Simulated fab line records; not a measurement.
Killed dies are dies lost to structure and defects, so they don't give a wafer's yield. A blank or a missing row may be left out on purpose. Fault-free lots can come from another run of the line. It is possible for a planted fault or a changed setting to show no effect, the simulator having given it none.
A lot that was struck, set against a sound lot | flow sfq_line | 43 out of 325 route steps
Sound: wafers L984.1, L984.3, L984.4. Struck: wafers L990.3, L990.5, L990.6. Last of all comes the cause.
Per side, at each step with rows, come the tool, then ch with its chambers, and then its first start. Under that, the readings that differ: sound wafers | struck wafers | difference of the means | sigmas: that difference in standard deviations of wafers without a fault.
alike: same words and numbers on both sides, and readings whose means sit less than 2 such deviations apart. not compared: any withheld reading, any reading some wafer has no value for, any bound like >300 that may hide the same value, and any number with overlapping values for which the record gives no deviation.
The two part at a step that has a row with sigmas, a row that says differs or no value, or rows on one side only. When numbers do not overlap yet have no deviation, they are printed without sigmas and do not part them. A reading missing from all wafers of one side parts the sides only when that side holds two or more wafers.

first, 3 steps without rows for these wafers: SFQ_TRILAYER_M5_LITHO_EXPOSE_124 (exposes mask M5, target cd 700 nm); SFQ_TRILAYER_M5_LITHO_PEB_126 (peb time 60 s); SFQ_TRILAYER_M5_LITHO_DEVELOP_125 (time 60 s).
SFQ_M5_OVL_MEAS_932:
  sound: overlay-02 at day 60 12:51; struck: overlay-01 at day 61 04:28
  alike: M5_OVL
then, 4 steps without rows for these wafers: SFQ_TRILAYER_M5_BARC_OPEN_METAL_ETCH_161 (etches BARC in O2, target depth 125 nm, time 41.7 s); SFQ_TRILAYER_M5_ETCH_METAL_ETCH_126 (etches Nb in Cl2/BCl3, stops on SiO2, time 203.2 s, target depth 265 nm); SFQ_TRILAYER_M5_STRIP_STRIP_127 (strips in O2); SFQ_TRILAYER_M5_STRIP_SOLV_CLEAN_128 (cleans in NMP, time 600 s).
SFQ_TRILAYER_A5B_DEP_PECVD_129: deposits SiO2 from SiH4/N2O, time 133.33 s, target thk 600 nm.
  sound on pecvd-04 ch 0,2, day 60 13:55; struck on pecvd-04 ch 0,1,2, day 61 05:31
  alike: heater_power_w, rf_fwd_power_W, throttle_valve_pct
  not compared: since_wet_clean_h
then, 1 step without rows for these wafers: SFQ_TRILAYER_A5B_CMP_CMP_130 (polishes, stops on Nb, target thk 340.7 nm).
SFQ_TRILAYER_A5B_METRO_MEASURE_131:
  sound: film_metro-01 at day 60 17:01; struck: film_metro-04 at day 61 12:01
  alike: thk_nm
SFQ_TRILAYER_R5_DEP_SPUTTER_132: material Ti, target thk 5 nm, time 5 s.
  sound: pvd_sputter-06 at day 60 18:13; struck: pvd_sputter-05 at day 61 12:49
  alike: base_pressure_pa, cathode_dc_power_W, throttle_valve_pct
SFQ_TRILAYER_R5_DEP_SPUTTER_133: material MoNx, target thk 40 nm, time 66.7 s.
  sound: pvd_sputter-06 at day 60 18:13; struck: pvd_sputter-05 at day 61 12:49
  reading                                               | sound                | struck               | difference | sigmas
  cathode_dc_power_W (W)                                | 999.77 1000.4 999.94 | 1044.0 1044.2 1044.0 | +44.0      | +99 or more
  model.MoNx_of_TRILAYER_R5_DEP_SPUTTER_133.thk_nm (nm) | 40 39.31 40.36       | 41.65 41.71 41.63    | +1.77      |
  alike: base_pressure_pa, throttle_valve_pct
then, 1 step without rows for these wafers: SFQ_TRILAYER_R5_DEP_SPUTTER_134 (material Ti, target thk 5 nm, time 5 s).
SFQ_R5_RS_MEAS_933: measurement is done with a four-point probe.
  sound: film_metro-03 at day 60 18:18; struck: film_metro-01 at day 61 12:56
  reading             | sound          | struck         | difference | sigmas
  R5_MONX_RS (ohm/sq) | 7.08 7.18 7.01 | 6.78 6.77 6.78 | -0.31      | -4
SFQ_R5_THK_MEAS_934: measures by xrf.
  sound: film_metro-03 at day 60 18:25; struck: film_metro-01 at day 61 13:02
  reading          | sound          | struck         | difference | sigmas
  R5_MONX_THK (nm) | 39.3 38.8 39.8 | 42.0 41.8 41.8 | +2.6       | +4
then, 6 steps without rows for these wafers: SFQ_TRILAYER_R5_LITHO_COAT_141 (resist thk 62 nm); SFQ_TRILAYER_R5_LITHO_COAT_136 (resist thk 600 nm); SFQ_TRILAYER_R5_LITHO_SOFTBAKE_140; SFQ_TRILAYER_R5_LITHO_EXPOSE_137 (exposes mask R5, target cd 500 nm); SFQ_TRILAYER_R5_LITHO_PEB_139 (peb time 60 s); SFQ_TRILAYER_R5_LITHO_DEVELOP_138 (time 60 s).
-- the record jumps here: 5 days lie between the struck wafers' starts before and after --
SFQ_R5_OVL_MEAS_935:
  sound: overlay-02 at day 60 20:51; struck: overlay-02 at day 66 13:20
  alike: R5_OVL
then, 1 step without rows for these wafers: SFQ_TRILAYER_R5_BARC_OPEN_METAL_ETCH_177 (etches BARC in O2, target depth 125 nm, time 41.7 s).
SFQ_TRILAYER_R5_ETCH_METAL_ETCH_139: etches the open film in Cl2, stops on SiO2, target depth 60 nm, time 40 s.
  sound on rie_metal-04 ch 0,1, day 60 20:57; struck on rie_metal-03 ch 0,1, day 66 13:26
  alike: chamber_pressure_mTorr, drypump_motor_current_A, oes_product_au, rf_fwd_power_W
  not compared: rf_hours_counter_h
then, 9 steps without rows for these wafers: SFQ_TRILAYER_R5_STRIP_STRIP_140 (strips in O2); SFQ_TRILAYER_R5_STRIP_SOLV_CLEAN_141 (cleans in NMP, time 600 s); SFQ_TRILAYER_A5C_DEP_PECVD_142 (deposits SiO2 from SiH4/N2O, time 15.556 s, target thk 70 nm); SFQ_TRILAYER_I5_LITHO_COAT_149 (resist thk 62 nm); SFQ_TRILAYER_I5_LITHO_COAT_144 (resist thk 650 nm); SFQ_TRILAYER_I5_LITHO_SOFTBAKE_148; SFQ_TRILAYER_I5_LITHO_EXPOSE_145 (exposes mask I5, target cd 700 nm); SFQ_TRILAYER_I5_LITHO_PEB_147 (peb time 60 s); SFQ_TRILAYER_I5_LITHO_DEVELOP_146 (time 60 s).
SFQ_I5_OVL_MEAS_936:
  sound: overlay-02 at day 65 22:55; struck: overlay-02 at day 66 16:32
  alike: I5_OVL
SFQ_TRILAYER_I5_BARC_OPEN_VIA_ETCH_200: etches BARC in O2, target depth 125 nm, time 41.7 s.
  sound on rie_diel-04 ch 0,2,3, day 65 22:57; struck on rie_diel-04 ch 1,3, day 66 16:34
  alike: chamber_pressure_mTorr, drypump_motor_current_A, oes_product_au, rf_fwd_power_W
  not compared: rf_hours_counter_h
then, 6 steps without rows for these wafers: SFQ_TRILAYER_I5_ETCH_VIA_ETCH_147 (etches the open film in CHF3, stops on Nb, target depth 360 nm); SFQ_TRILAYER_I5_STRIP_STRIP_148 (strips in O2); SFQ_TRILAYER_I5_STRIP_SOLV_CLEAN_149 (cleans in NMP, time 600 s); SFQ_TRILAYER_C5_LITHO_COAT_156 (resist thk 62 nm); SFQ_TRILAYER_C5_LITHO_COAT_151 (resist thk 650 nm); SFQ_TRILAYER_C5_LITHO_SOFTBAKE_155.
-- the record jumps here: 16 days lie between the struck wafers' starts before and after --
SFQ_M8_BOW_MEAS_951:
  sound: film_metro-04 at day 80 01:02; struck: film_metro-02 at day 82 04:45
  reading                 | sound             | struck            | difference | sigmas
  model.etest.r5.ohm_um   | 14.17 14.42 13.99 | 13.56 13.53 13.59 | -0.63      |
  model.etest.r5.ohm_sq   | 7.055 7.178 6.992 | 6.776 6.766 6.779 | -0.301     |
  model.etest.c5.link_ohm | 8.005 8.127 7.954 | 7.727 7.718 7.737 | -0.301     |
  alike: M8_BOW

WHERE THEY PART
At SFQ_TRILAYER_R5_DEP_SPUTTER_133 first; at SFQ_R5_THK_MEAS_934 last (within this record only). Later steps at which nothing parts them and some readings are alike: SFQ_R5_OVL_MEAS_935, SFQ_TRILAYER_R5_ETCH_METAL_ETCH_139, SFQ_I5_OVL_MEAS_936, SFQ_TRILAYER_I5_BARC_OPEN_VIA_ETCH_200, SFQ_M8_BOW_MEAS_951.

WHY: whatever the simulator had introduced
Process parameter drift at SFQ_TRILAYER_R5_DEP_SPUTTER_133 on pvd_sputter-05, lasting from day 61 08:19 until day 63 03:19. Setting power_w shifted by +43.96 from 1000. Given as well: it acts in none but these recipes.
